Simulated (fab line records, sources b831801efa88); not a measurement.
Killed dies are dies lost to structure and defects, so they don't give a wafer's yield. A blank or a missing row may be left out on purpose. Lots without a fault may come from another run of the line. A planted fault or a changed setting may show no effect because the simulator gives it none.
One fault seen from 2 desks | flow gf180mcu | each desk has only its own numbers; what lay behind them comes last

THE TOOL OWNER'S DESK: iline_stepper-01
The tool's own readings at GF_NSD_EXPOSE_04 (exposes mask Nplus, target cd 400 nm): means of the sampled wafers that have a number, for each lot that ran on this tool. A lot is out of limits, marked OUT, if its mean lies more than 4 standard deviations from the usual mean; the brackets give that distance.
Columns: A = exposure_dose_mJ_cm2 at GF_NSD_EXPOSE_04, usual 139.97
lot  | first seen here | A
L380 | day 12 13:42    | 139.93
L382 | day 14 02:28    | 140.06
L390 | day 16 06:14    | 139.82
L391 | day 16 17:06    | 140.01
L392 | day 16 20:59    | 139.98
This desk's finding: nothing out of limits on any of the 5 lots.

THE METROLOGY DESK
What the gauges read, lot by lot, whatever tool the lot ran on: means of the sampled wafers that have a number. A lot is out of limits, marked OUT, if its mean lies more than 4 standard deviations from the usual mean; the brackets give that distance.
Columns: A = cd_nm at GF_HV_LDD_CD_MEAS_07, usual 400.2 nm; B = HV_LDD_03_OVL at GF_HV_LDD_OVL_MEAS_47, usual -0.1 nm; C = NSD_OVL at GF_NSD_OVL_MEAS_08, usual 0.1 nm; D = cd_nm at GF_PSD_CD_MEAS_07, usual 400.4 nm
lot  | first seen here | A     | B    | C                       | D
L380 | day 9 17:26     | 399.0 | -1.0 | -0.0                    | 400.0
L381 | day 10 18:07    | 401.1 | -1.7 | -0.3                    | 397.2
L382 | day 11 01:51    | 396.6 | 1.4  | -1.1                    | 402.2
L383 | day 11 02:10    | 398.7 | 0.6  | -2.6                    | 398.6
L388 | day 12 22:19    | 397.8 | -0.3 | -0.9                    | 398.5
L390 | day 13 00:20    | 402.6 | -1.3 | 186.0 (+99 or more) OUT | -
L391 | day 13 09:51    | 402.4 | 1.4  | 185.9 (+99 or more) OUT | -
L392 | day 13 15:16    | 401.1 | -0.9 | 184.6 (+99 or more) OUT | -
L393 | day 14 05:27    | 401.3 | 0.9  | 0.4                     | 400.8
L394 | day 14 10:58    | 400.1 | 1.3  | 2.0                     | 400.3
L395 | day 14 18:36    | 400.4 | -0.3 | -1.3                    | 400.9
L397 | day 15 12:34    | 401.6 | 1.4  | 0.4                     | 397.5
L398 | day 16 00:04    | 404.7 | 0.2  | -0.1                    | 400.0
L401 | day 16 15:45    | 401.5 | -1.8 | -1.0                    | 404.4
L402 | day 16 20:07    | 400.1 | -2.0 | -1.0                    | 401.4
This desk's finding: out of limits on L390, L391, L392; first on L390, day 16 17:25 (NSD_OVL at GF_NSD_OVL_MEAS_08). In limits: L380, L381, L382, L383, L388, L393, L394, L395, L397, L398, L401, L402.

PUT TOGETHER
The metrology desk could have raised an alarm at day 16 17:25, on L390, L391, L392.
The tool owner's desk saw nothing out of limits.
The tool owner's desk has L390, L391, L392 on record, within its limits.
Of the lots named, all ran GF_NSD_EXPOSE_04 on iline_stepper-01.

WHAT THE SIMULATOR HAD PUT IN
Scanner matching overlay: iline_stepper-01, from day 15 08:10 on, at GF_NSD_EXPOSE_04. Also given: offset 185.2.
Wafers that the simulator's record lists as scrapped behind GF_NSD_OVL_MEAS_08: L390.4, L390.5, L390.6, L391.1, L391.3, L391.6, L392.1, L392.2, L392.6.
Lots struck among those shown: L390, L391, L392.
Hours from the fault's start to each desk's first reading out of limits: the metrology desk, 33.
